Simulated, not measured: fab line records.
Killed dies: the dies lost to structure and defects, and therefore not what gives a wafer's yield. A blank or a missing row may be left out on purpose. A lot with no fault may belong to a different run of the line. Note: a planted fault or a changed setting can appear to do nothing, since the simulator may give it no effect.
Check for tools in common || flow gf180mcu || 10 lots, 39 wafers sampled

REASON IT WAS OPENED
Of 10 lots, 3 have the reading HV_LDD_3_TW flagged at GF_HV_LDD_TW_MEAS_38. Fault-free wafers read 1439, with a standard deviation of 7.8.
Rule: a lot is flagged in two cases, either no wafer of it has a number, or all its wafers with numbers fall more than 4 standard deviations from that mean. As for the other lots, they are considered sound.

{"lot": "L216", "measured": "day 11 07:22", "on": "film-metro-02", "HV_LDD_3_TW, wafer by wafer": "1435 1436 1431", "flag": ""}
{"lot": "L217", "measured": "day 11 22:23", "on": "film-metro-03", "HV_LDD_3_TW, wafer by wafer": "1448 1449 1441", "flag": ""}
{"lot": "L218", "measured": "day 12 06:00", "on": "film-metro-02", "HV_LDD_3_TW, wafer by wafer": "1440 1440 1442", "flag": ""}
{"lot": "L219", "measured": "day 12 09:48", "on": "film-metro-03", "HV_LDD_3_TW, wafer by wafer": "1455 1457 1451", "flag": ""}
{"lot": "L221", "measured": "day 13 02:23", "on": "film-metro-02", "HV_LDD_3_TW, wafer by wafer": "1437 1440 1434", "flag": ""}
{"lot": "L222", "measured": "day 13 07:26", "on": "film-metro-01", "HV_LDD_3_TW, wafer by wafer": "1439 1440 1441", "flag": ""}
{"lot": "L226", "measured": "day 14 21:29", "on": "film-metro-02", "HV_LDD_3_TW, wafer by wafer": "1429 1427 1423", "flag": ""}
{"lot": "L236", "measured": "day 17 21:59", "on": "film-metro-03", "HV_LDD_3_TW, wafer by wafer": "1379 1380 1391 1379 1384 1388", "flag": "FLAGGED"}
{"lot": "L237", "measured": "day 18 07:54", "on": "film-metro-03", "HV_LDD_3_TW, wafer by wafer": "1391 1386 1385 1397 1395 1391", "flag": "FLAGGED"}
{"lot": "L238", "measured": "day 18 18:16", "on": "film-metro-02", "HV_LDD_3_TW, wafer by wafer": "1376 1376 1371 1377 1376 1375", "flag": "FLAGGED"}
The mean of the flagged lots' numbers is 1383, -56 from the usual (-7 standard deviations).

WHICH TOOL RAN EACH LOT
3 process steps preceding the reading are held in the record, out of 602 steps in the route. In each cell: the tool, then ch and the chambers that the sampled wafers went through, then the start.
{"lot": "L216", "flag": "", "GF_DUAL_GATE_STRIP_13": "plasma-asher-04 ch 0,1, day 8 01:45", "GF_POLY_GATE_ETCH_13": "rie-si-01 ch 0,1,2, day 8 23:16", "GF_HV_LDD_IMPLANT_35": "implanter-01 ch 0, day 11 07:01"}
{"lot": "L217", "flag": "", "GF_DUAL_GATE_STRIP_13": "plasma-asher-01 ch 0,1, day 8 14:32", "GF_POLY_GATE_ETCH_13": "rie-si-01 ch 0,1, day 9 12:40", "GF_HV_LDD_IMPLANT_35": "implanter-04 ch 0, day 11 22:01"}
{"lot": "L218", "flag": "", "GF_DUAL_GATE_STRIP_13": "plasma-asher-01 ch 0,1, day 8 18:43", "GF_POLY_GATE_ETCH_13": "rie-si-01 ch 0,1,2, day 9 18:04", "GF_HV_LDD_IMPLANT_35": "implanter-03 ch 0, day 12 05:37"}
{"lot": "L219", "flag": "", "GF_DUAL_GATE_STRIP_13": "plasma-asher-02 ch 0,1, day 9 00:52", "GF_POLY_GATE_ETCH_13": "rie-si-01 ch 0,3, day 9 22:58", "GF_HV_LDD_IMPLANT_35": "implanter-01 ch 0, day 12 09:24"}
{"lot": "L221", "flag": "", "GF_DUAL_GATE_STRIP_13": "plasma-asher-02 ch 1, day 9 15:28", "GF_POLY_GATE_ETCH_13": "rie-si-02 ch 0,1,3, day 10 13:50", "GF_HV_LDD_IMPLANT_35": "implanter-04 ch 0, day 13 02:01"}
{"lot": "L222", "flag": "", "GF_DUAL_GATE_STRIP_13": "plasma-asher-04 ch 0,1, day 9 19:34", "GF_POLY_GATE_ETCH_13": "rie-si-02 ch 1,3, day 10 17:33", "GF_HV_LDD_IMPLANT_35": "implanter-03 ch 0, day 13 07:02"}
{"lot": "L226", "flag": "", "GF_DUAL_GATE_STRIP_13": "plasma-asher-04 ch 0,1, day 11 05:40", "GF_POLY_GATE_ETCH_13": "rie-si-01 ch 0,2,3, day 12 05:10", "GF_HV_LDD_IMPLANT_35": "implanter-03 ch 0, day 14 21:05"}
{"lot": "L236", "flag": "FLAGGED", "GF_DUAL_GATE_STRIP_13": "plasma-asher-02 ch 0,1, day 14 00:25", "GF_POLY_GATE_ETCH_13": "rie-si-02 ch 1,2,3, day 15 01:04", "GF_HV_LDD_IMPLANT_35": "implanter-03 ch 0, day 17 21:35"}
{"lot": "L237", "flag": "FLAGGED", "GF_DUAL_GATE_STRIP_13": "plasma-asher-04 ch 0,1, day 14 07:37", "GF_POLY_GATE_ETCH_13": "rie-si-02 ch 1,2,3, day 15 10:02", "GF_HV_LDD_IMPLANT_35": "implanter-03 ch 0, day 18 07:30"}
{"lot": "L238", "flag": "FLAGGED", "GF_DUAL_GATE_STRIP_13": "plasma-asher-04 ch 0,1, day 14 18:37", "GF_POLY_GATE_ETCH_13": "rie-si-01 ch 1,2,3, day 15 19:37", "GF_HV_LDD_IMPLANT_35": "implanter-03 ch 0, day 18 17:52"}
What these steps do:
- GF_DUAL_GATE_STRIP_13: strips in O2/N2.
- GF_POLY_GATE_ETCH_13: etches poly-Si in HBr/Cl2, stops on SiO2, target depth 198.5 nm, time 69.6 s.
- GF_HV_LDD_IMPLANT_35
- GF_HV_LDD_TW_MEAS_38

FLAGGED OVER TOTAL, TOOL BY TOOL (the gauges that took the reading come last)
{"step": "GF_DUAL_GATE_STRIP_13", "tool": "plasma-asher-01", "lots run": 2, "flagged": 0, "share of the flagged lots": "none", "sound lots run after its first flagged lot": "-"}
{"step": "GF_DUAL_GATE_STRIP_13", "tool": "plasma-asher-02", "lots run": 3, "flagged": 1, "share of the flagged lots": "some", "sound lots run after its first flagged lot": 0}
{"step": "GF_DUAL_GATE_STRIP_13", "tool": "plasma-asher-04", "lots run": 5, "flagged": 2, "share of the flagged lots": "some", "sound lots run after its first flagged lot": 0}
{"step": "GF_POLY_GATE_ETCH_13", "tool": "rie-si-01", "lots run": 6, "flagged": 1, "share of the flagged lots": "some", "sound lots run after its first flagged lot": 0}
{"step": "GF_POLY_GATE_ETCH_13", "tool": "rie-si-02", "lots run": 4, "flagged": 2, "share of the flagged lots": "some", "sound lots run after its first flagged lot": 0}
{"step": "GF_HV_LDD_IMPLANT_35", "tool": "implanter-01", "lots run": 2, "flagged": 0, "share of the flagged lots": "none", "sound lots run after its first flagged lot": "-"}
{"step": "GF_HV_LDD_IMPLANT_35", "tool": "implanter-03", "lots run": 6, "flagged": 3, "share of the flagged lots": "all", "sound lots run after its first flagged lot": 0}
{"step": "GF_HV_LDD_IMPLANT_35", "tool": "implanter-04", "lots run": 2, "flagged": 0, "share of the flagged lots": "none", "sound lots run after its first flagged lot": "-"}
{"step": "GF_HV_LDD_TW_MEAS_38", "tool": "film-metro-01", "lots run": 1, "flagged": 0, "share of the flagged lots": "none", "sound lots run after its first flagged lot": "-"}
{"step": "GF_HV_LDD_TW_MEAS_38", "tool": "film-metro-02", "lots run": 5, "flagged": 1, "share of the flagged lots": "some", "sound lots run after its first flagged lot": 0}
{"step": "GF_HV_LDD_TW_MEAS_38", "tool": "film-metro-03", "lots run": 4, "flagged": 2, "share of the flagged lots": "some", "sound lots run after its first flagged lot": 0}

THE TABLE: WHAT IT ALLOWS
Rows of the table that ran each flagged lot: 1, that is implanter-03 at GF_HV_LDD_IMPLANT_35.
- implanter-03 at GF_HV_LDD_IMPLANT_35: 3 of its 6 lots flagged. Its last sound lot is L226 (day 14 21:05), its first flagged lot L236 (day 17 21:35): a fault that began between those two fits. Its own readings (dose-ions-cm2, faraday-current-uA) fall more than 4 standard deviations out on all wafers of the flagged lots.
implanter-03 at GF_HV_LDD_IMPLANT_35 is the single tool remaining.

WHAT THE SIMULATOR HAD PUT IN
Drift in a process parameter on implanter-03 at GF_HV_LDD_IMPLANT_35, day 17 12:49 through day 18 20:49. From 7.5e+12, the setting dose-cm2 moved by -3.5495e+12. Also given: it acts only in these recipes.
Struck lots among those shown: L236, L237, L238. The rule given above showed the same thing.
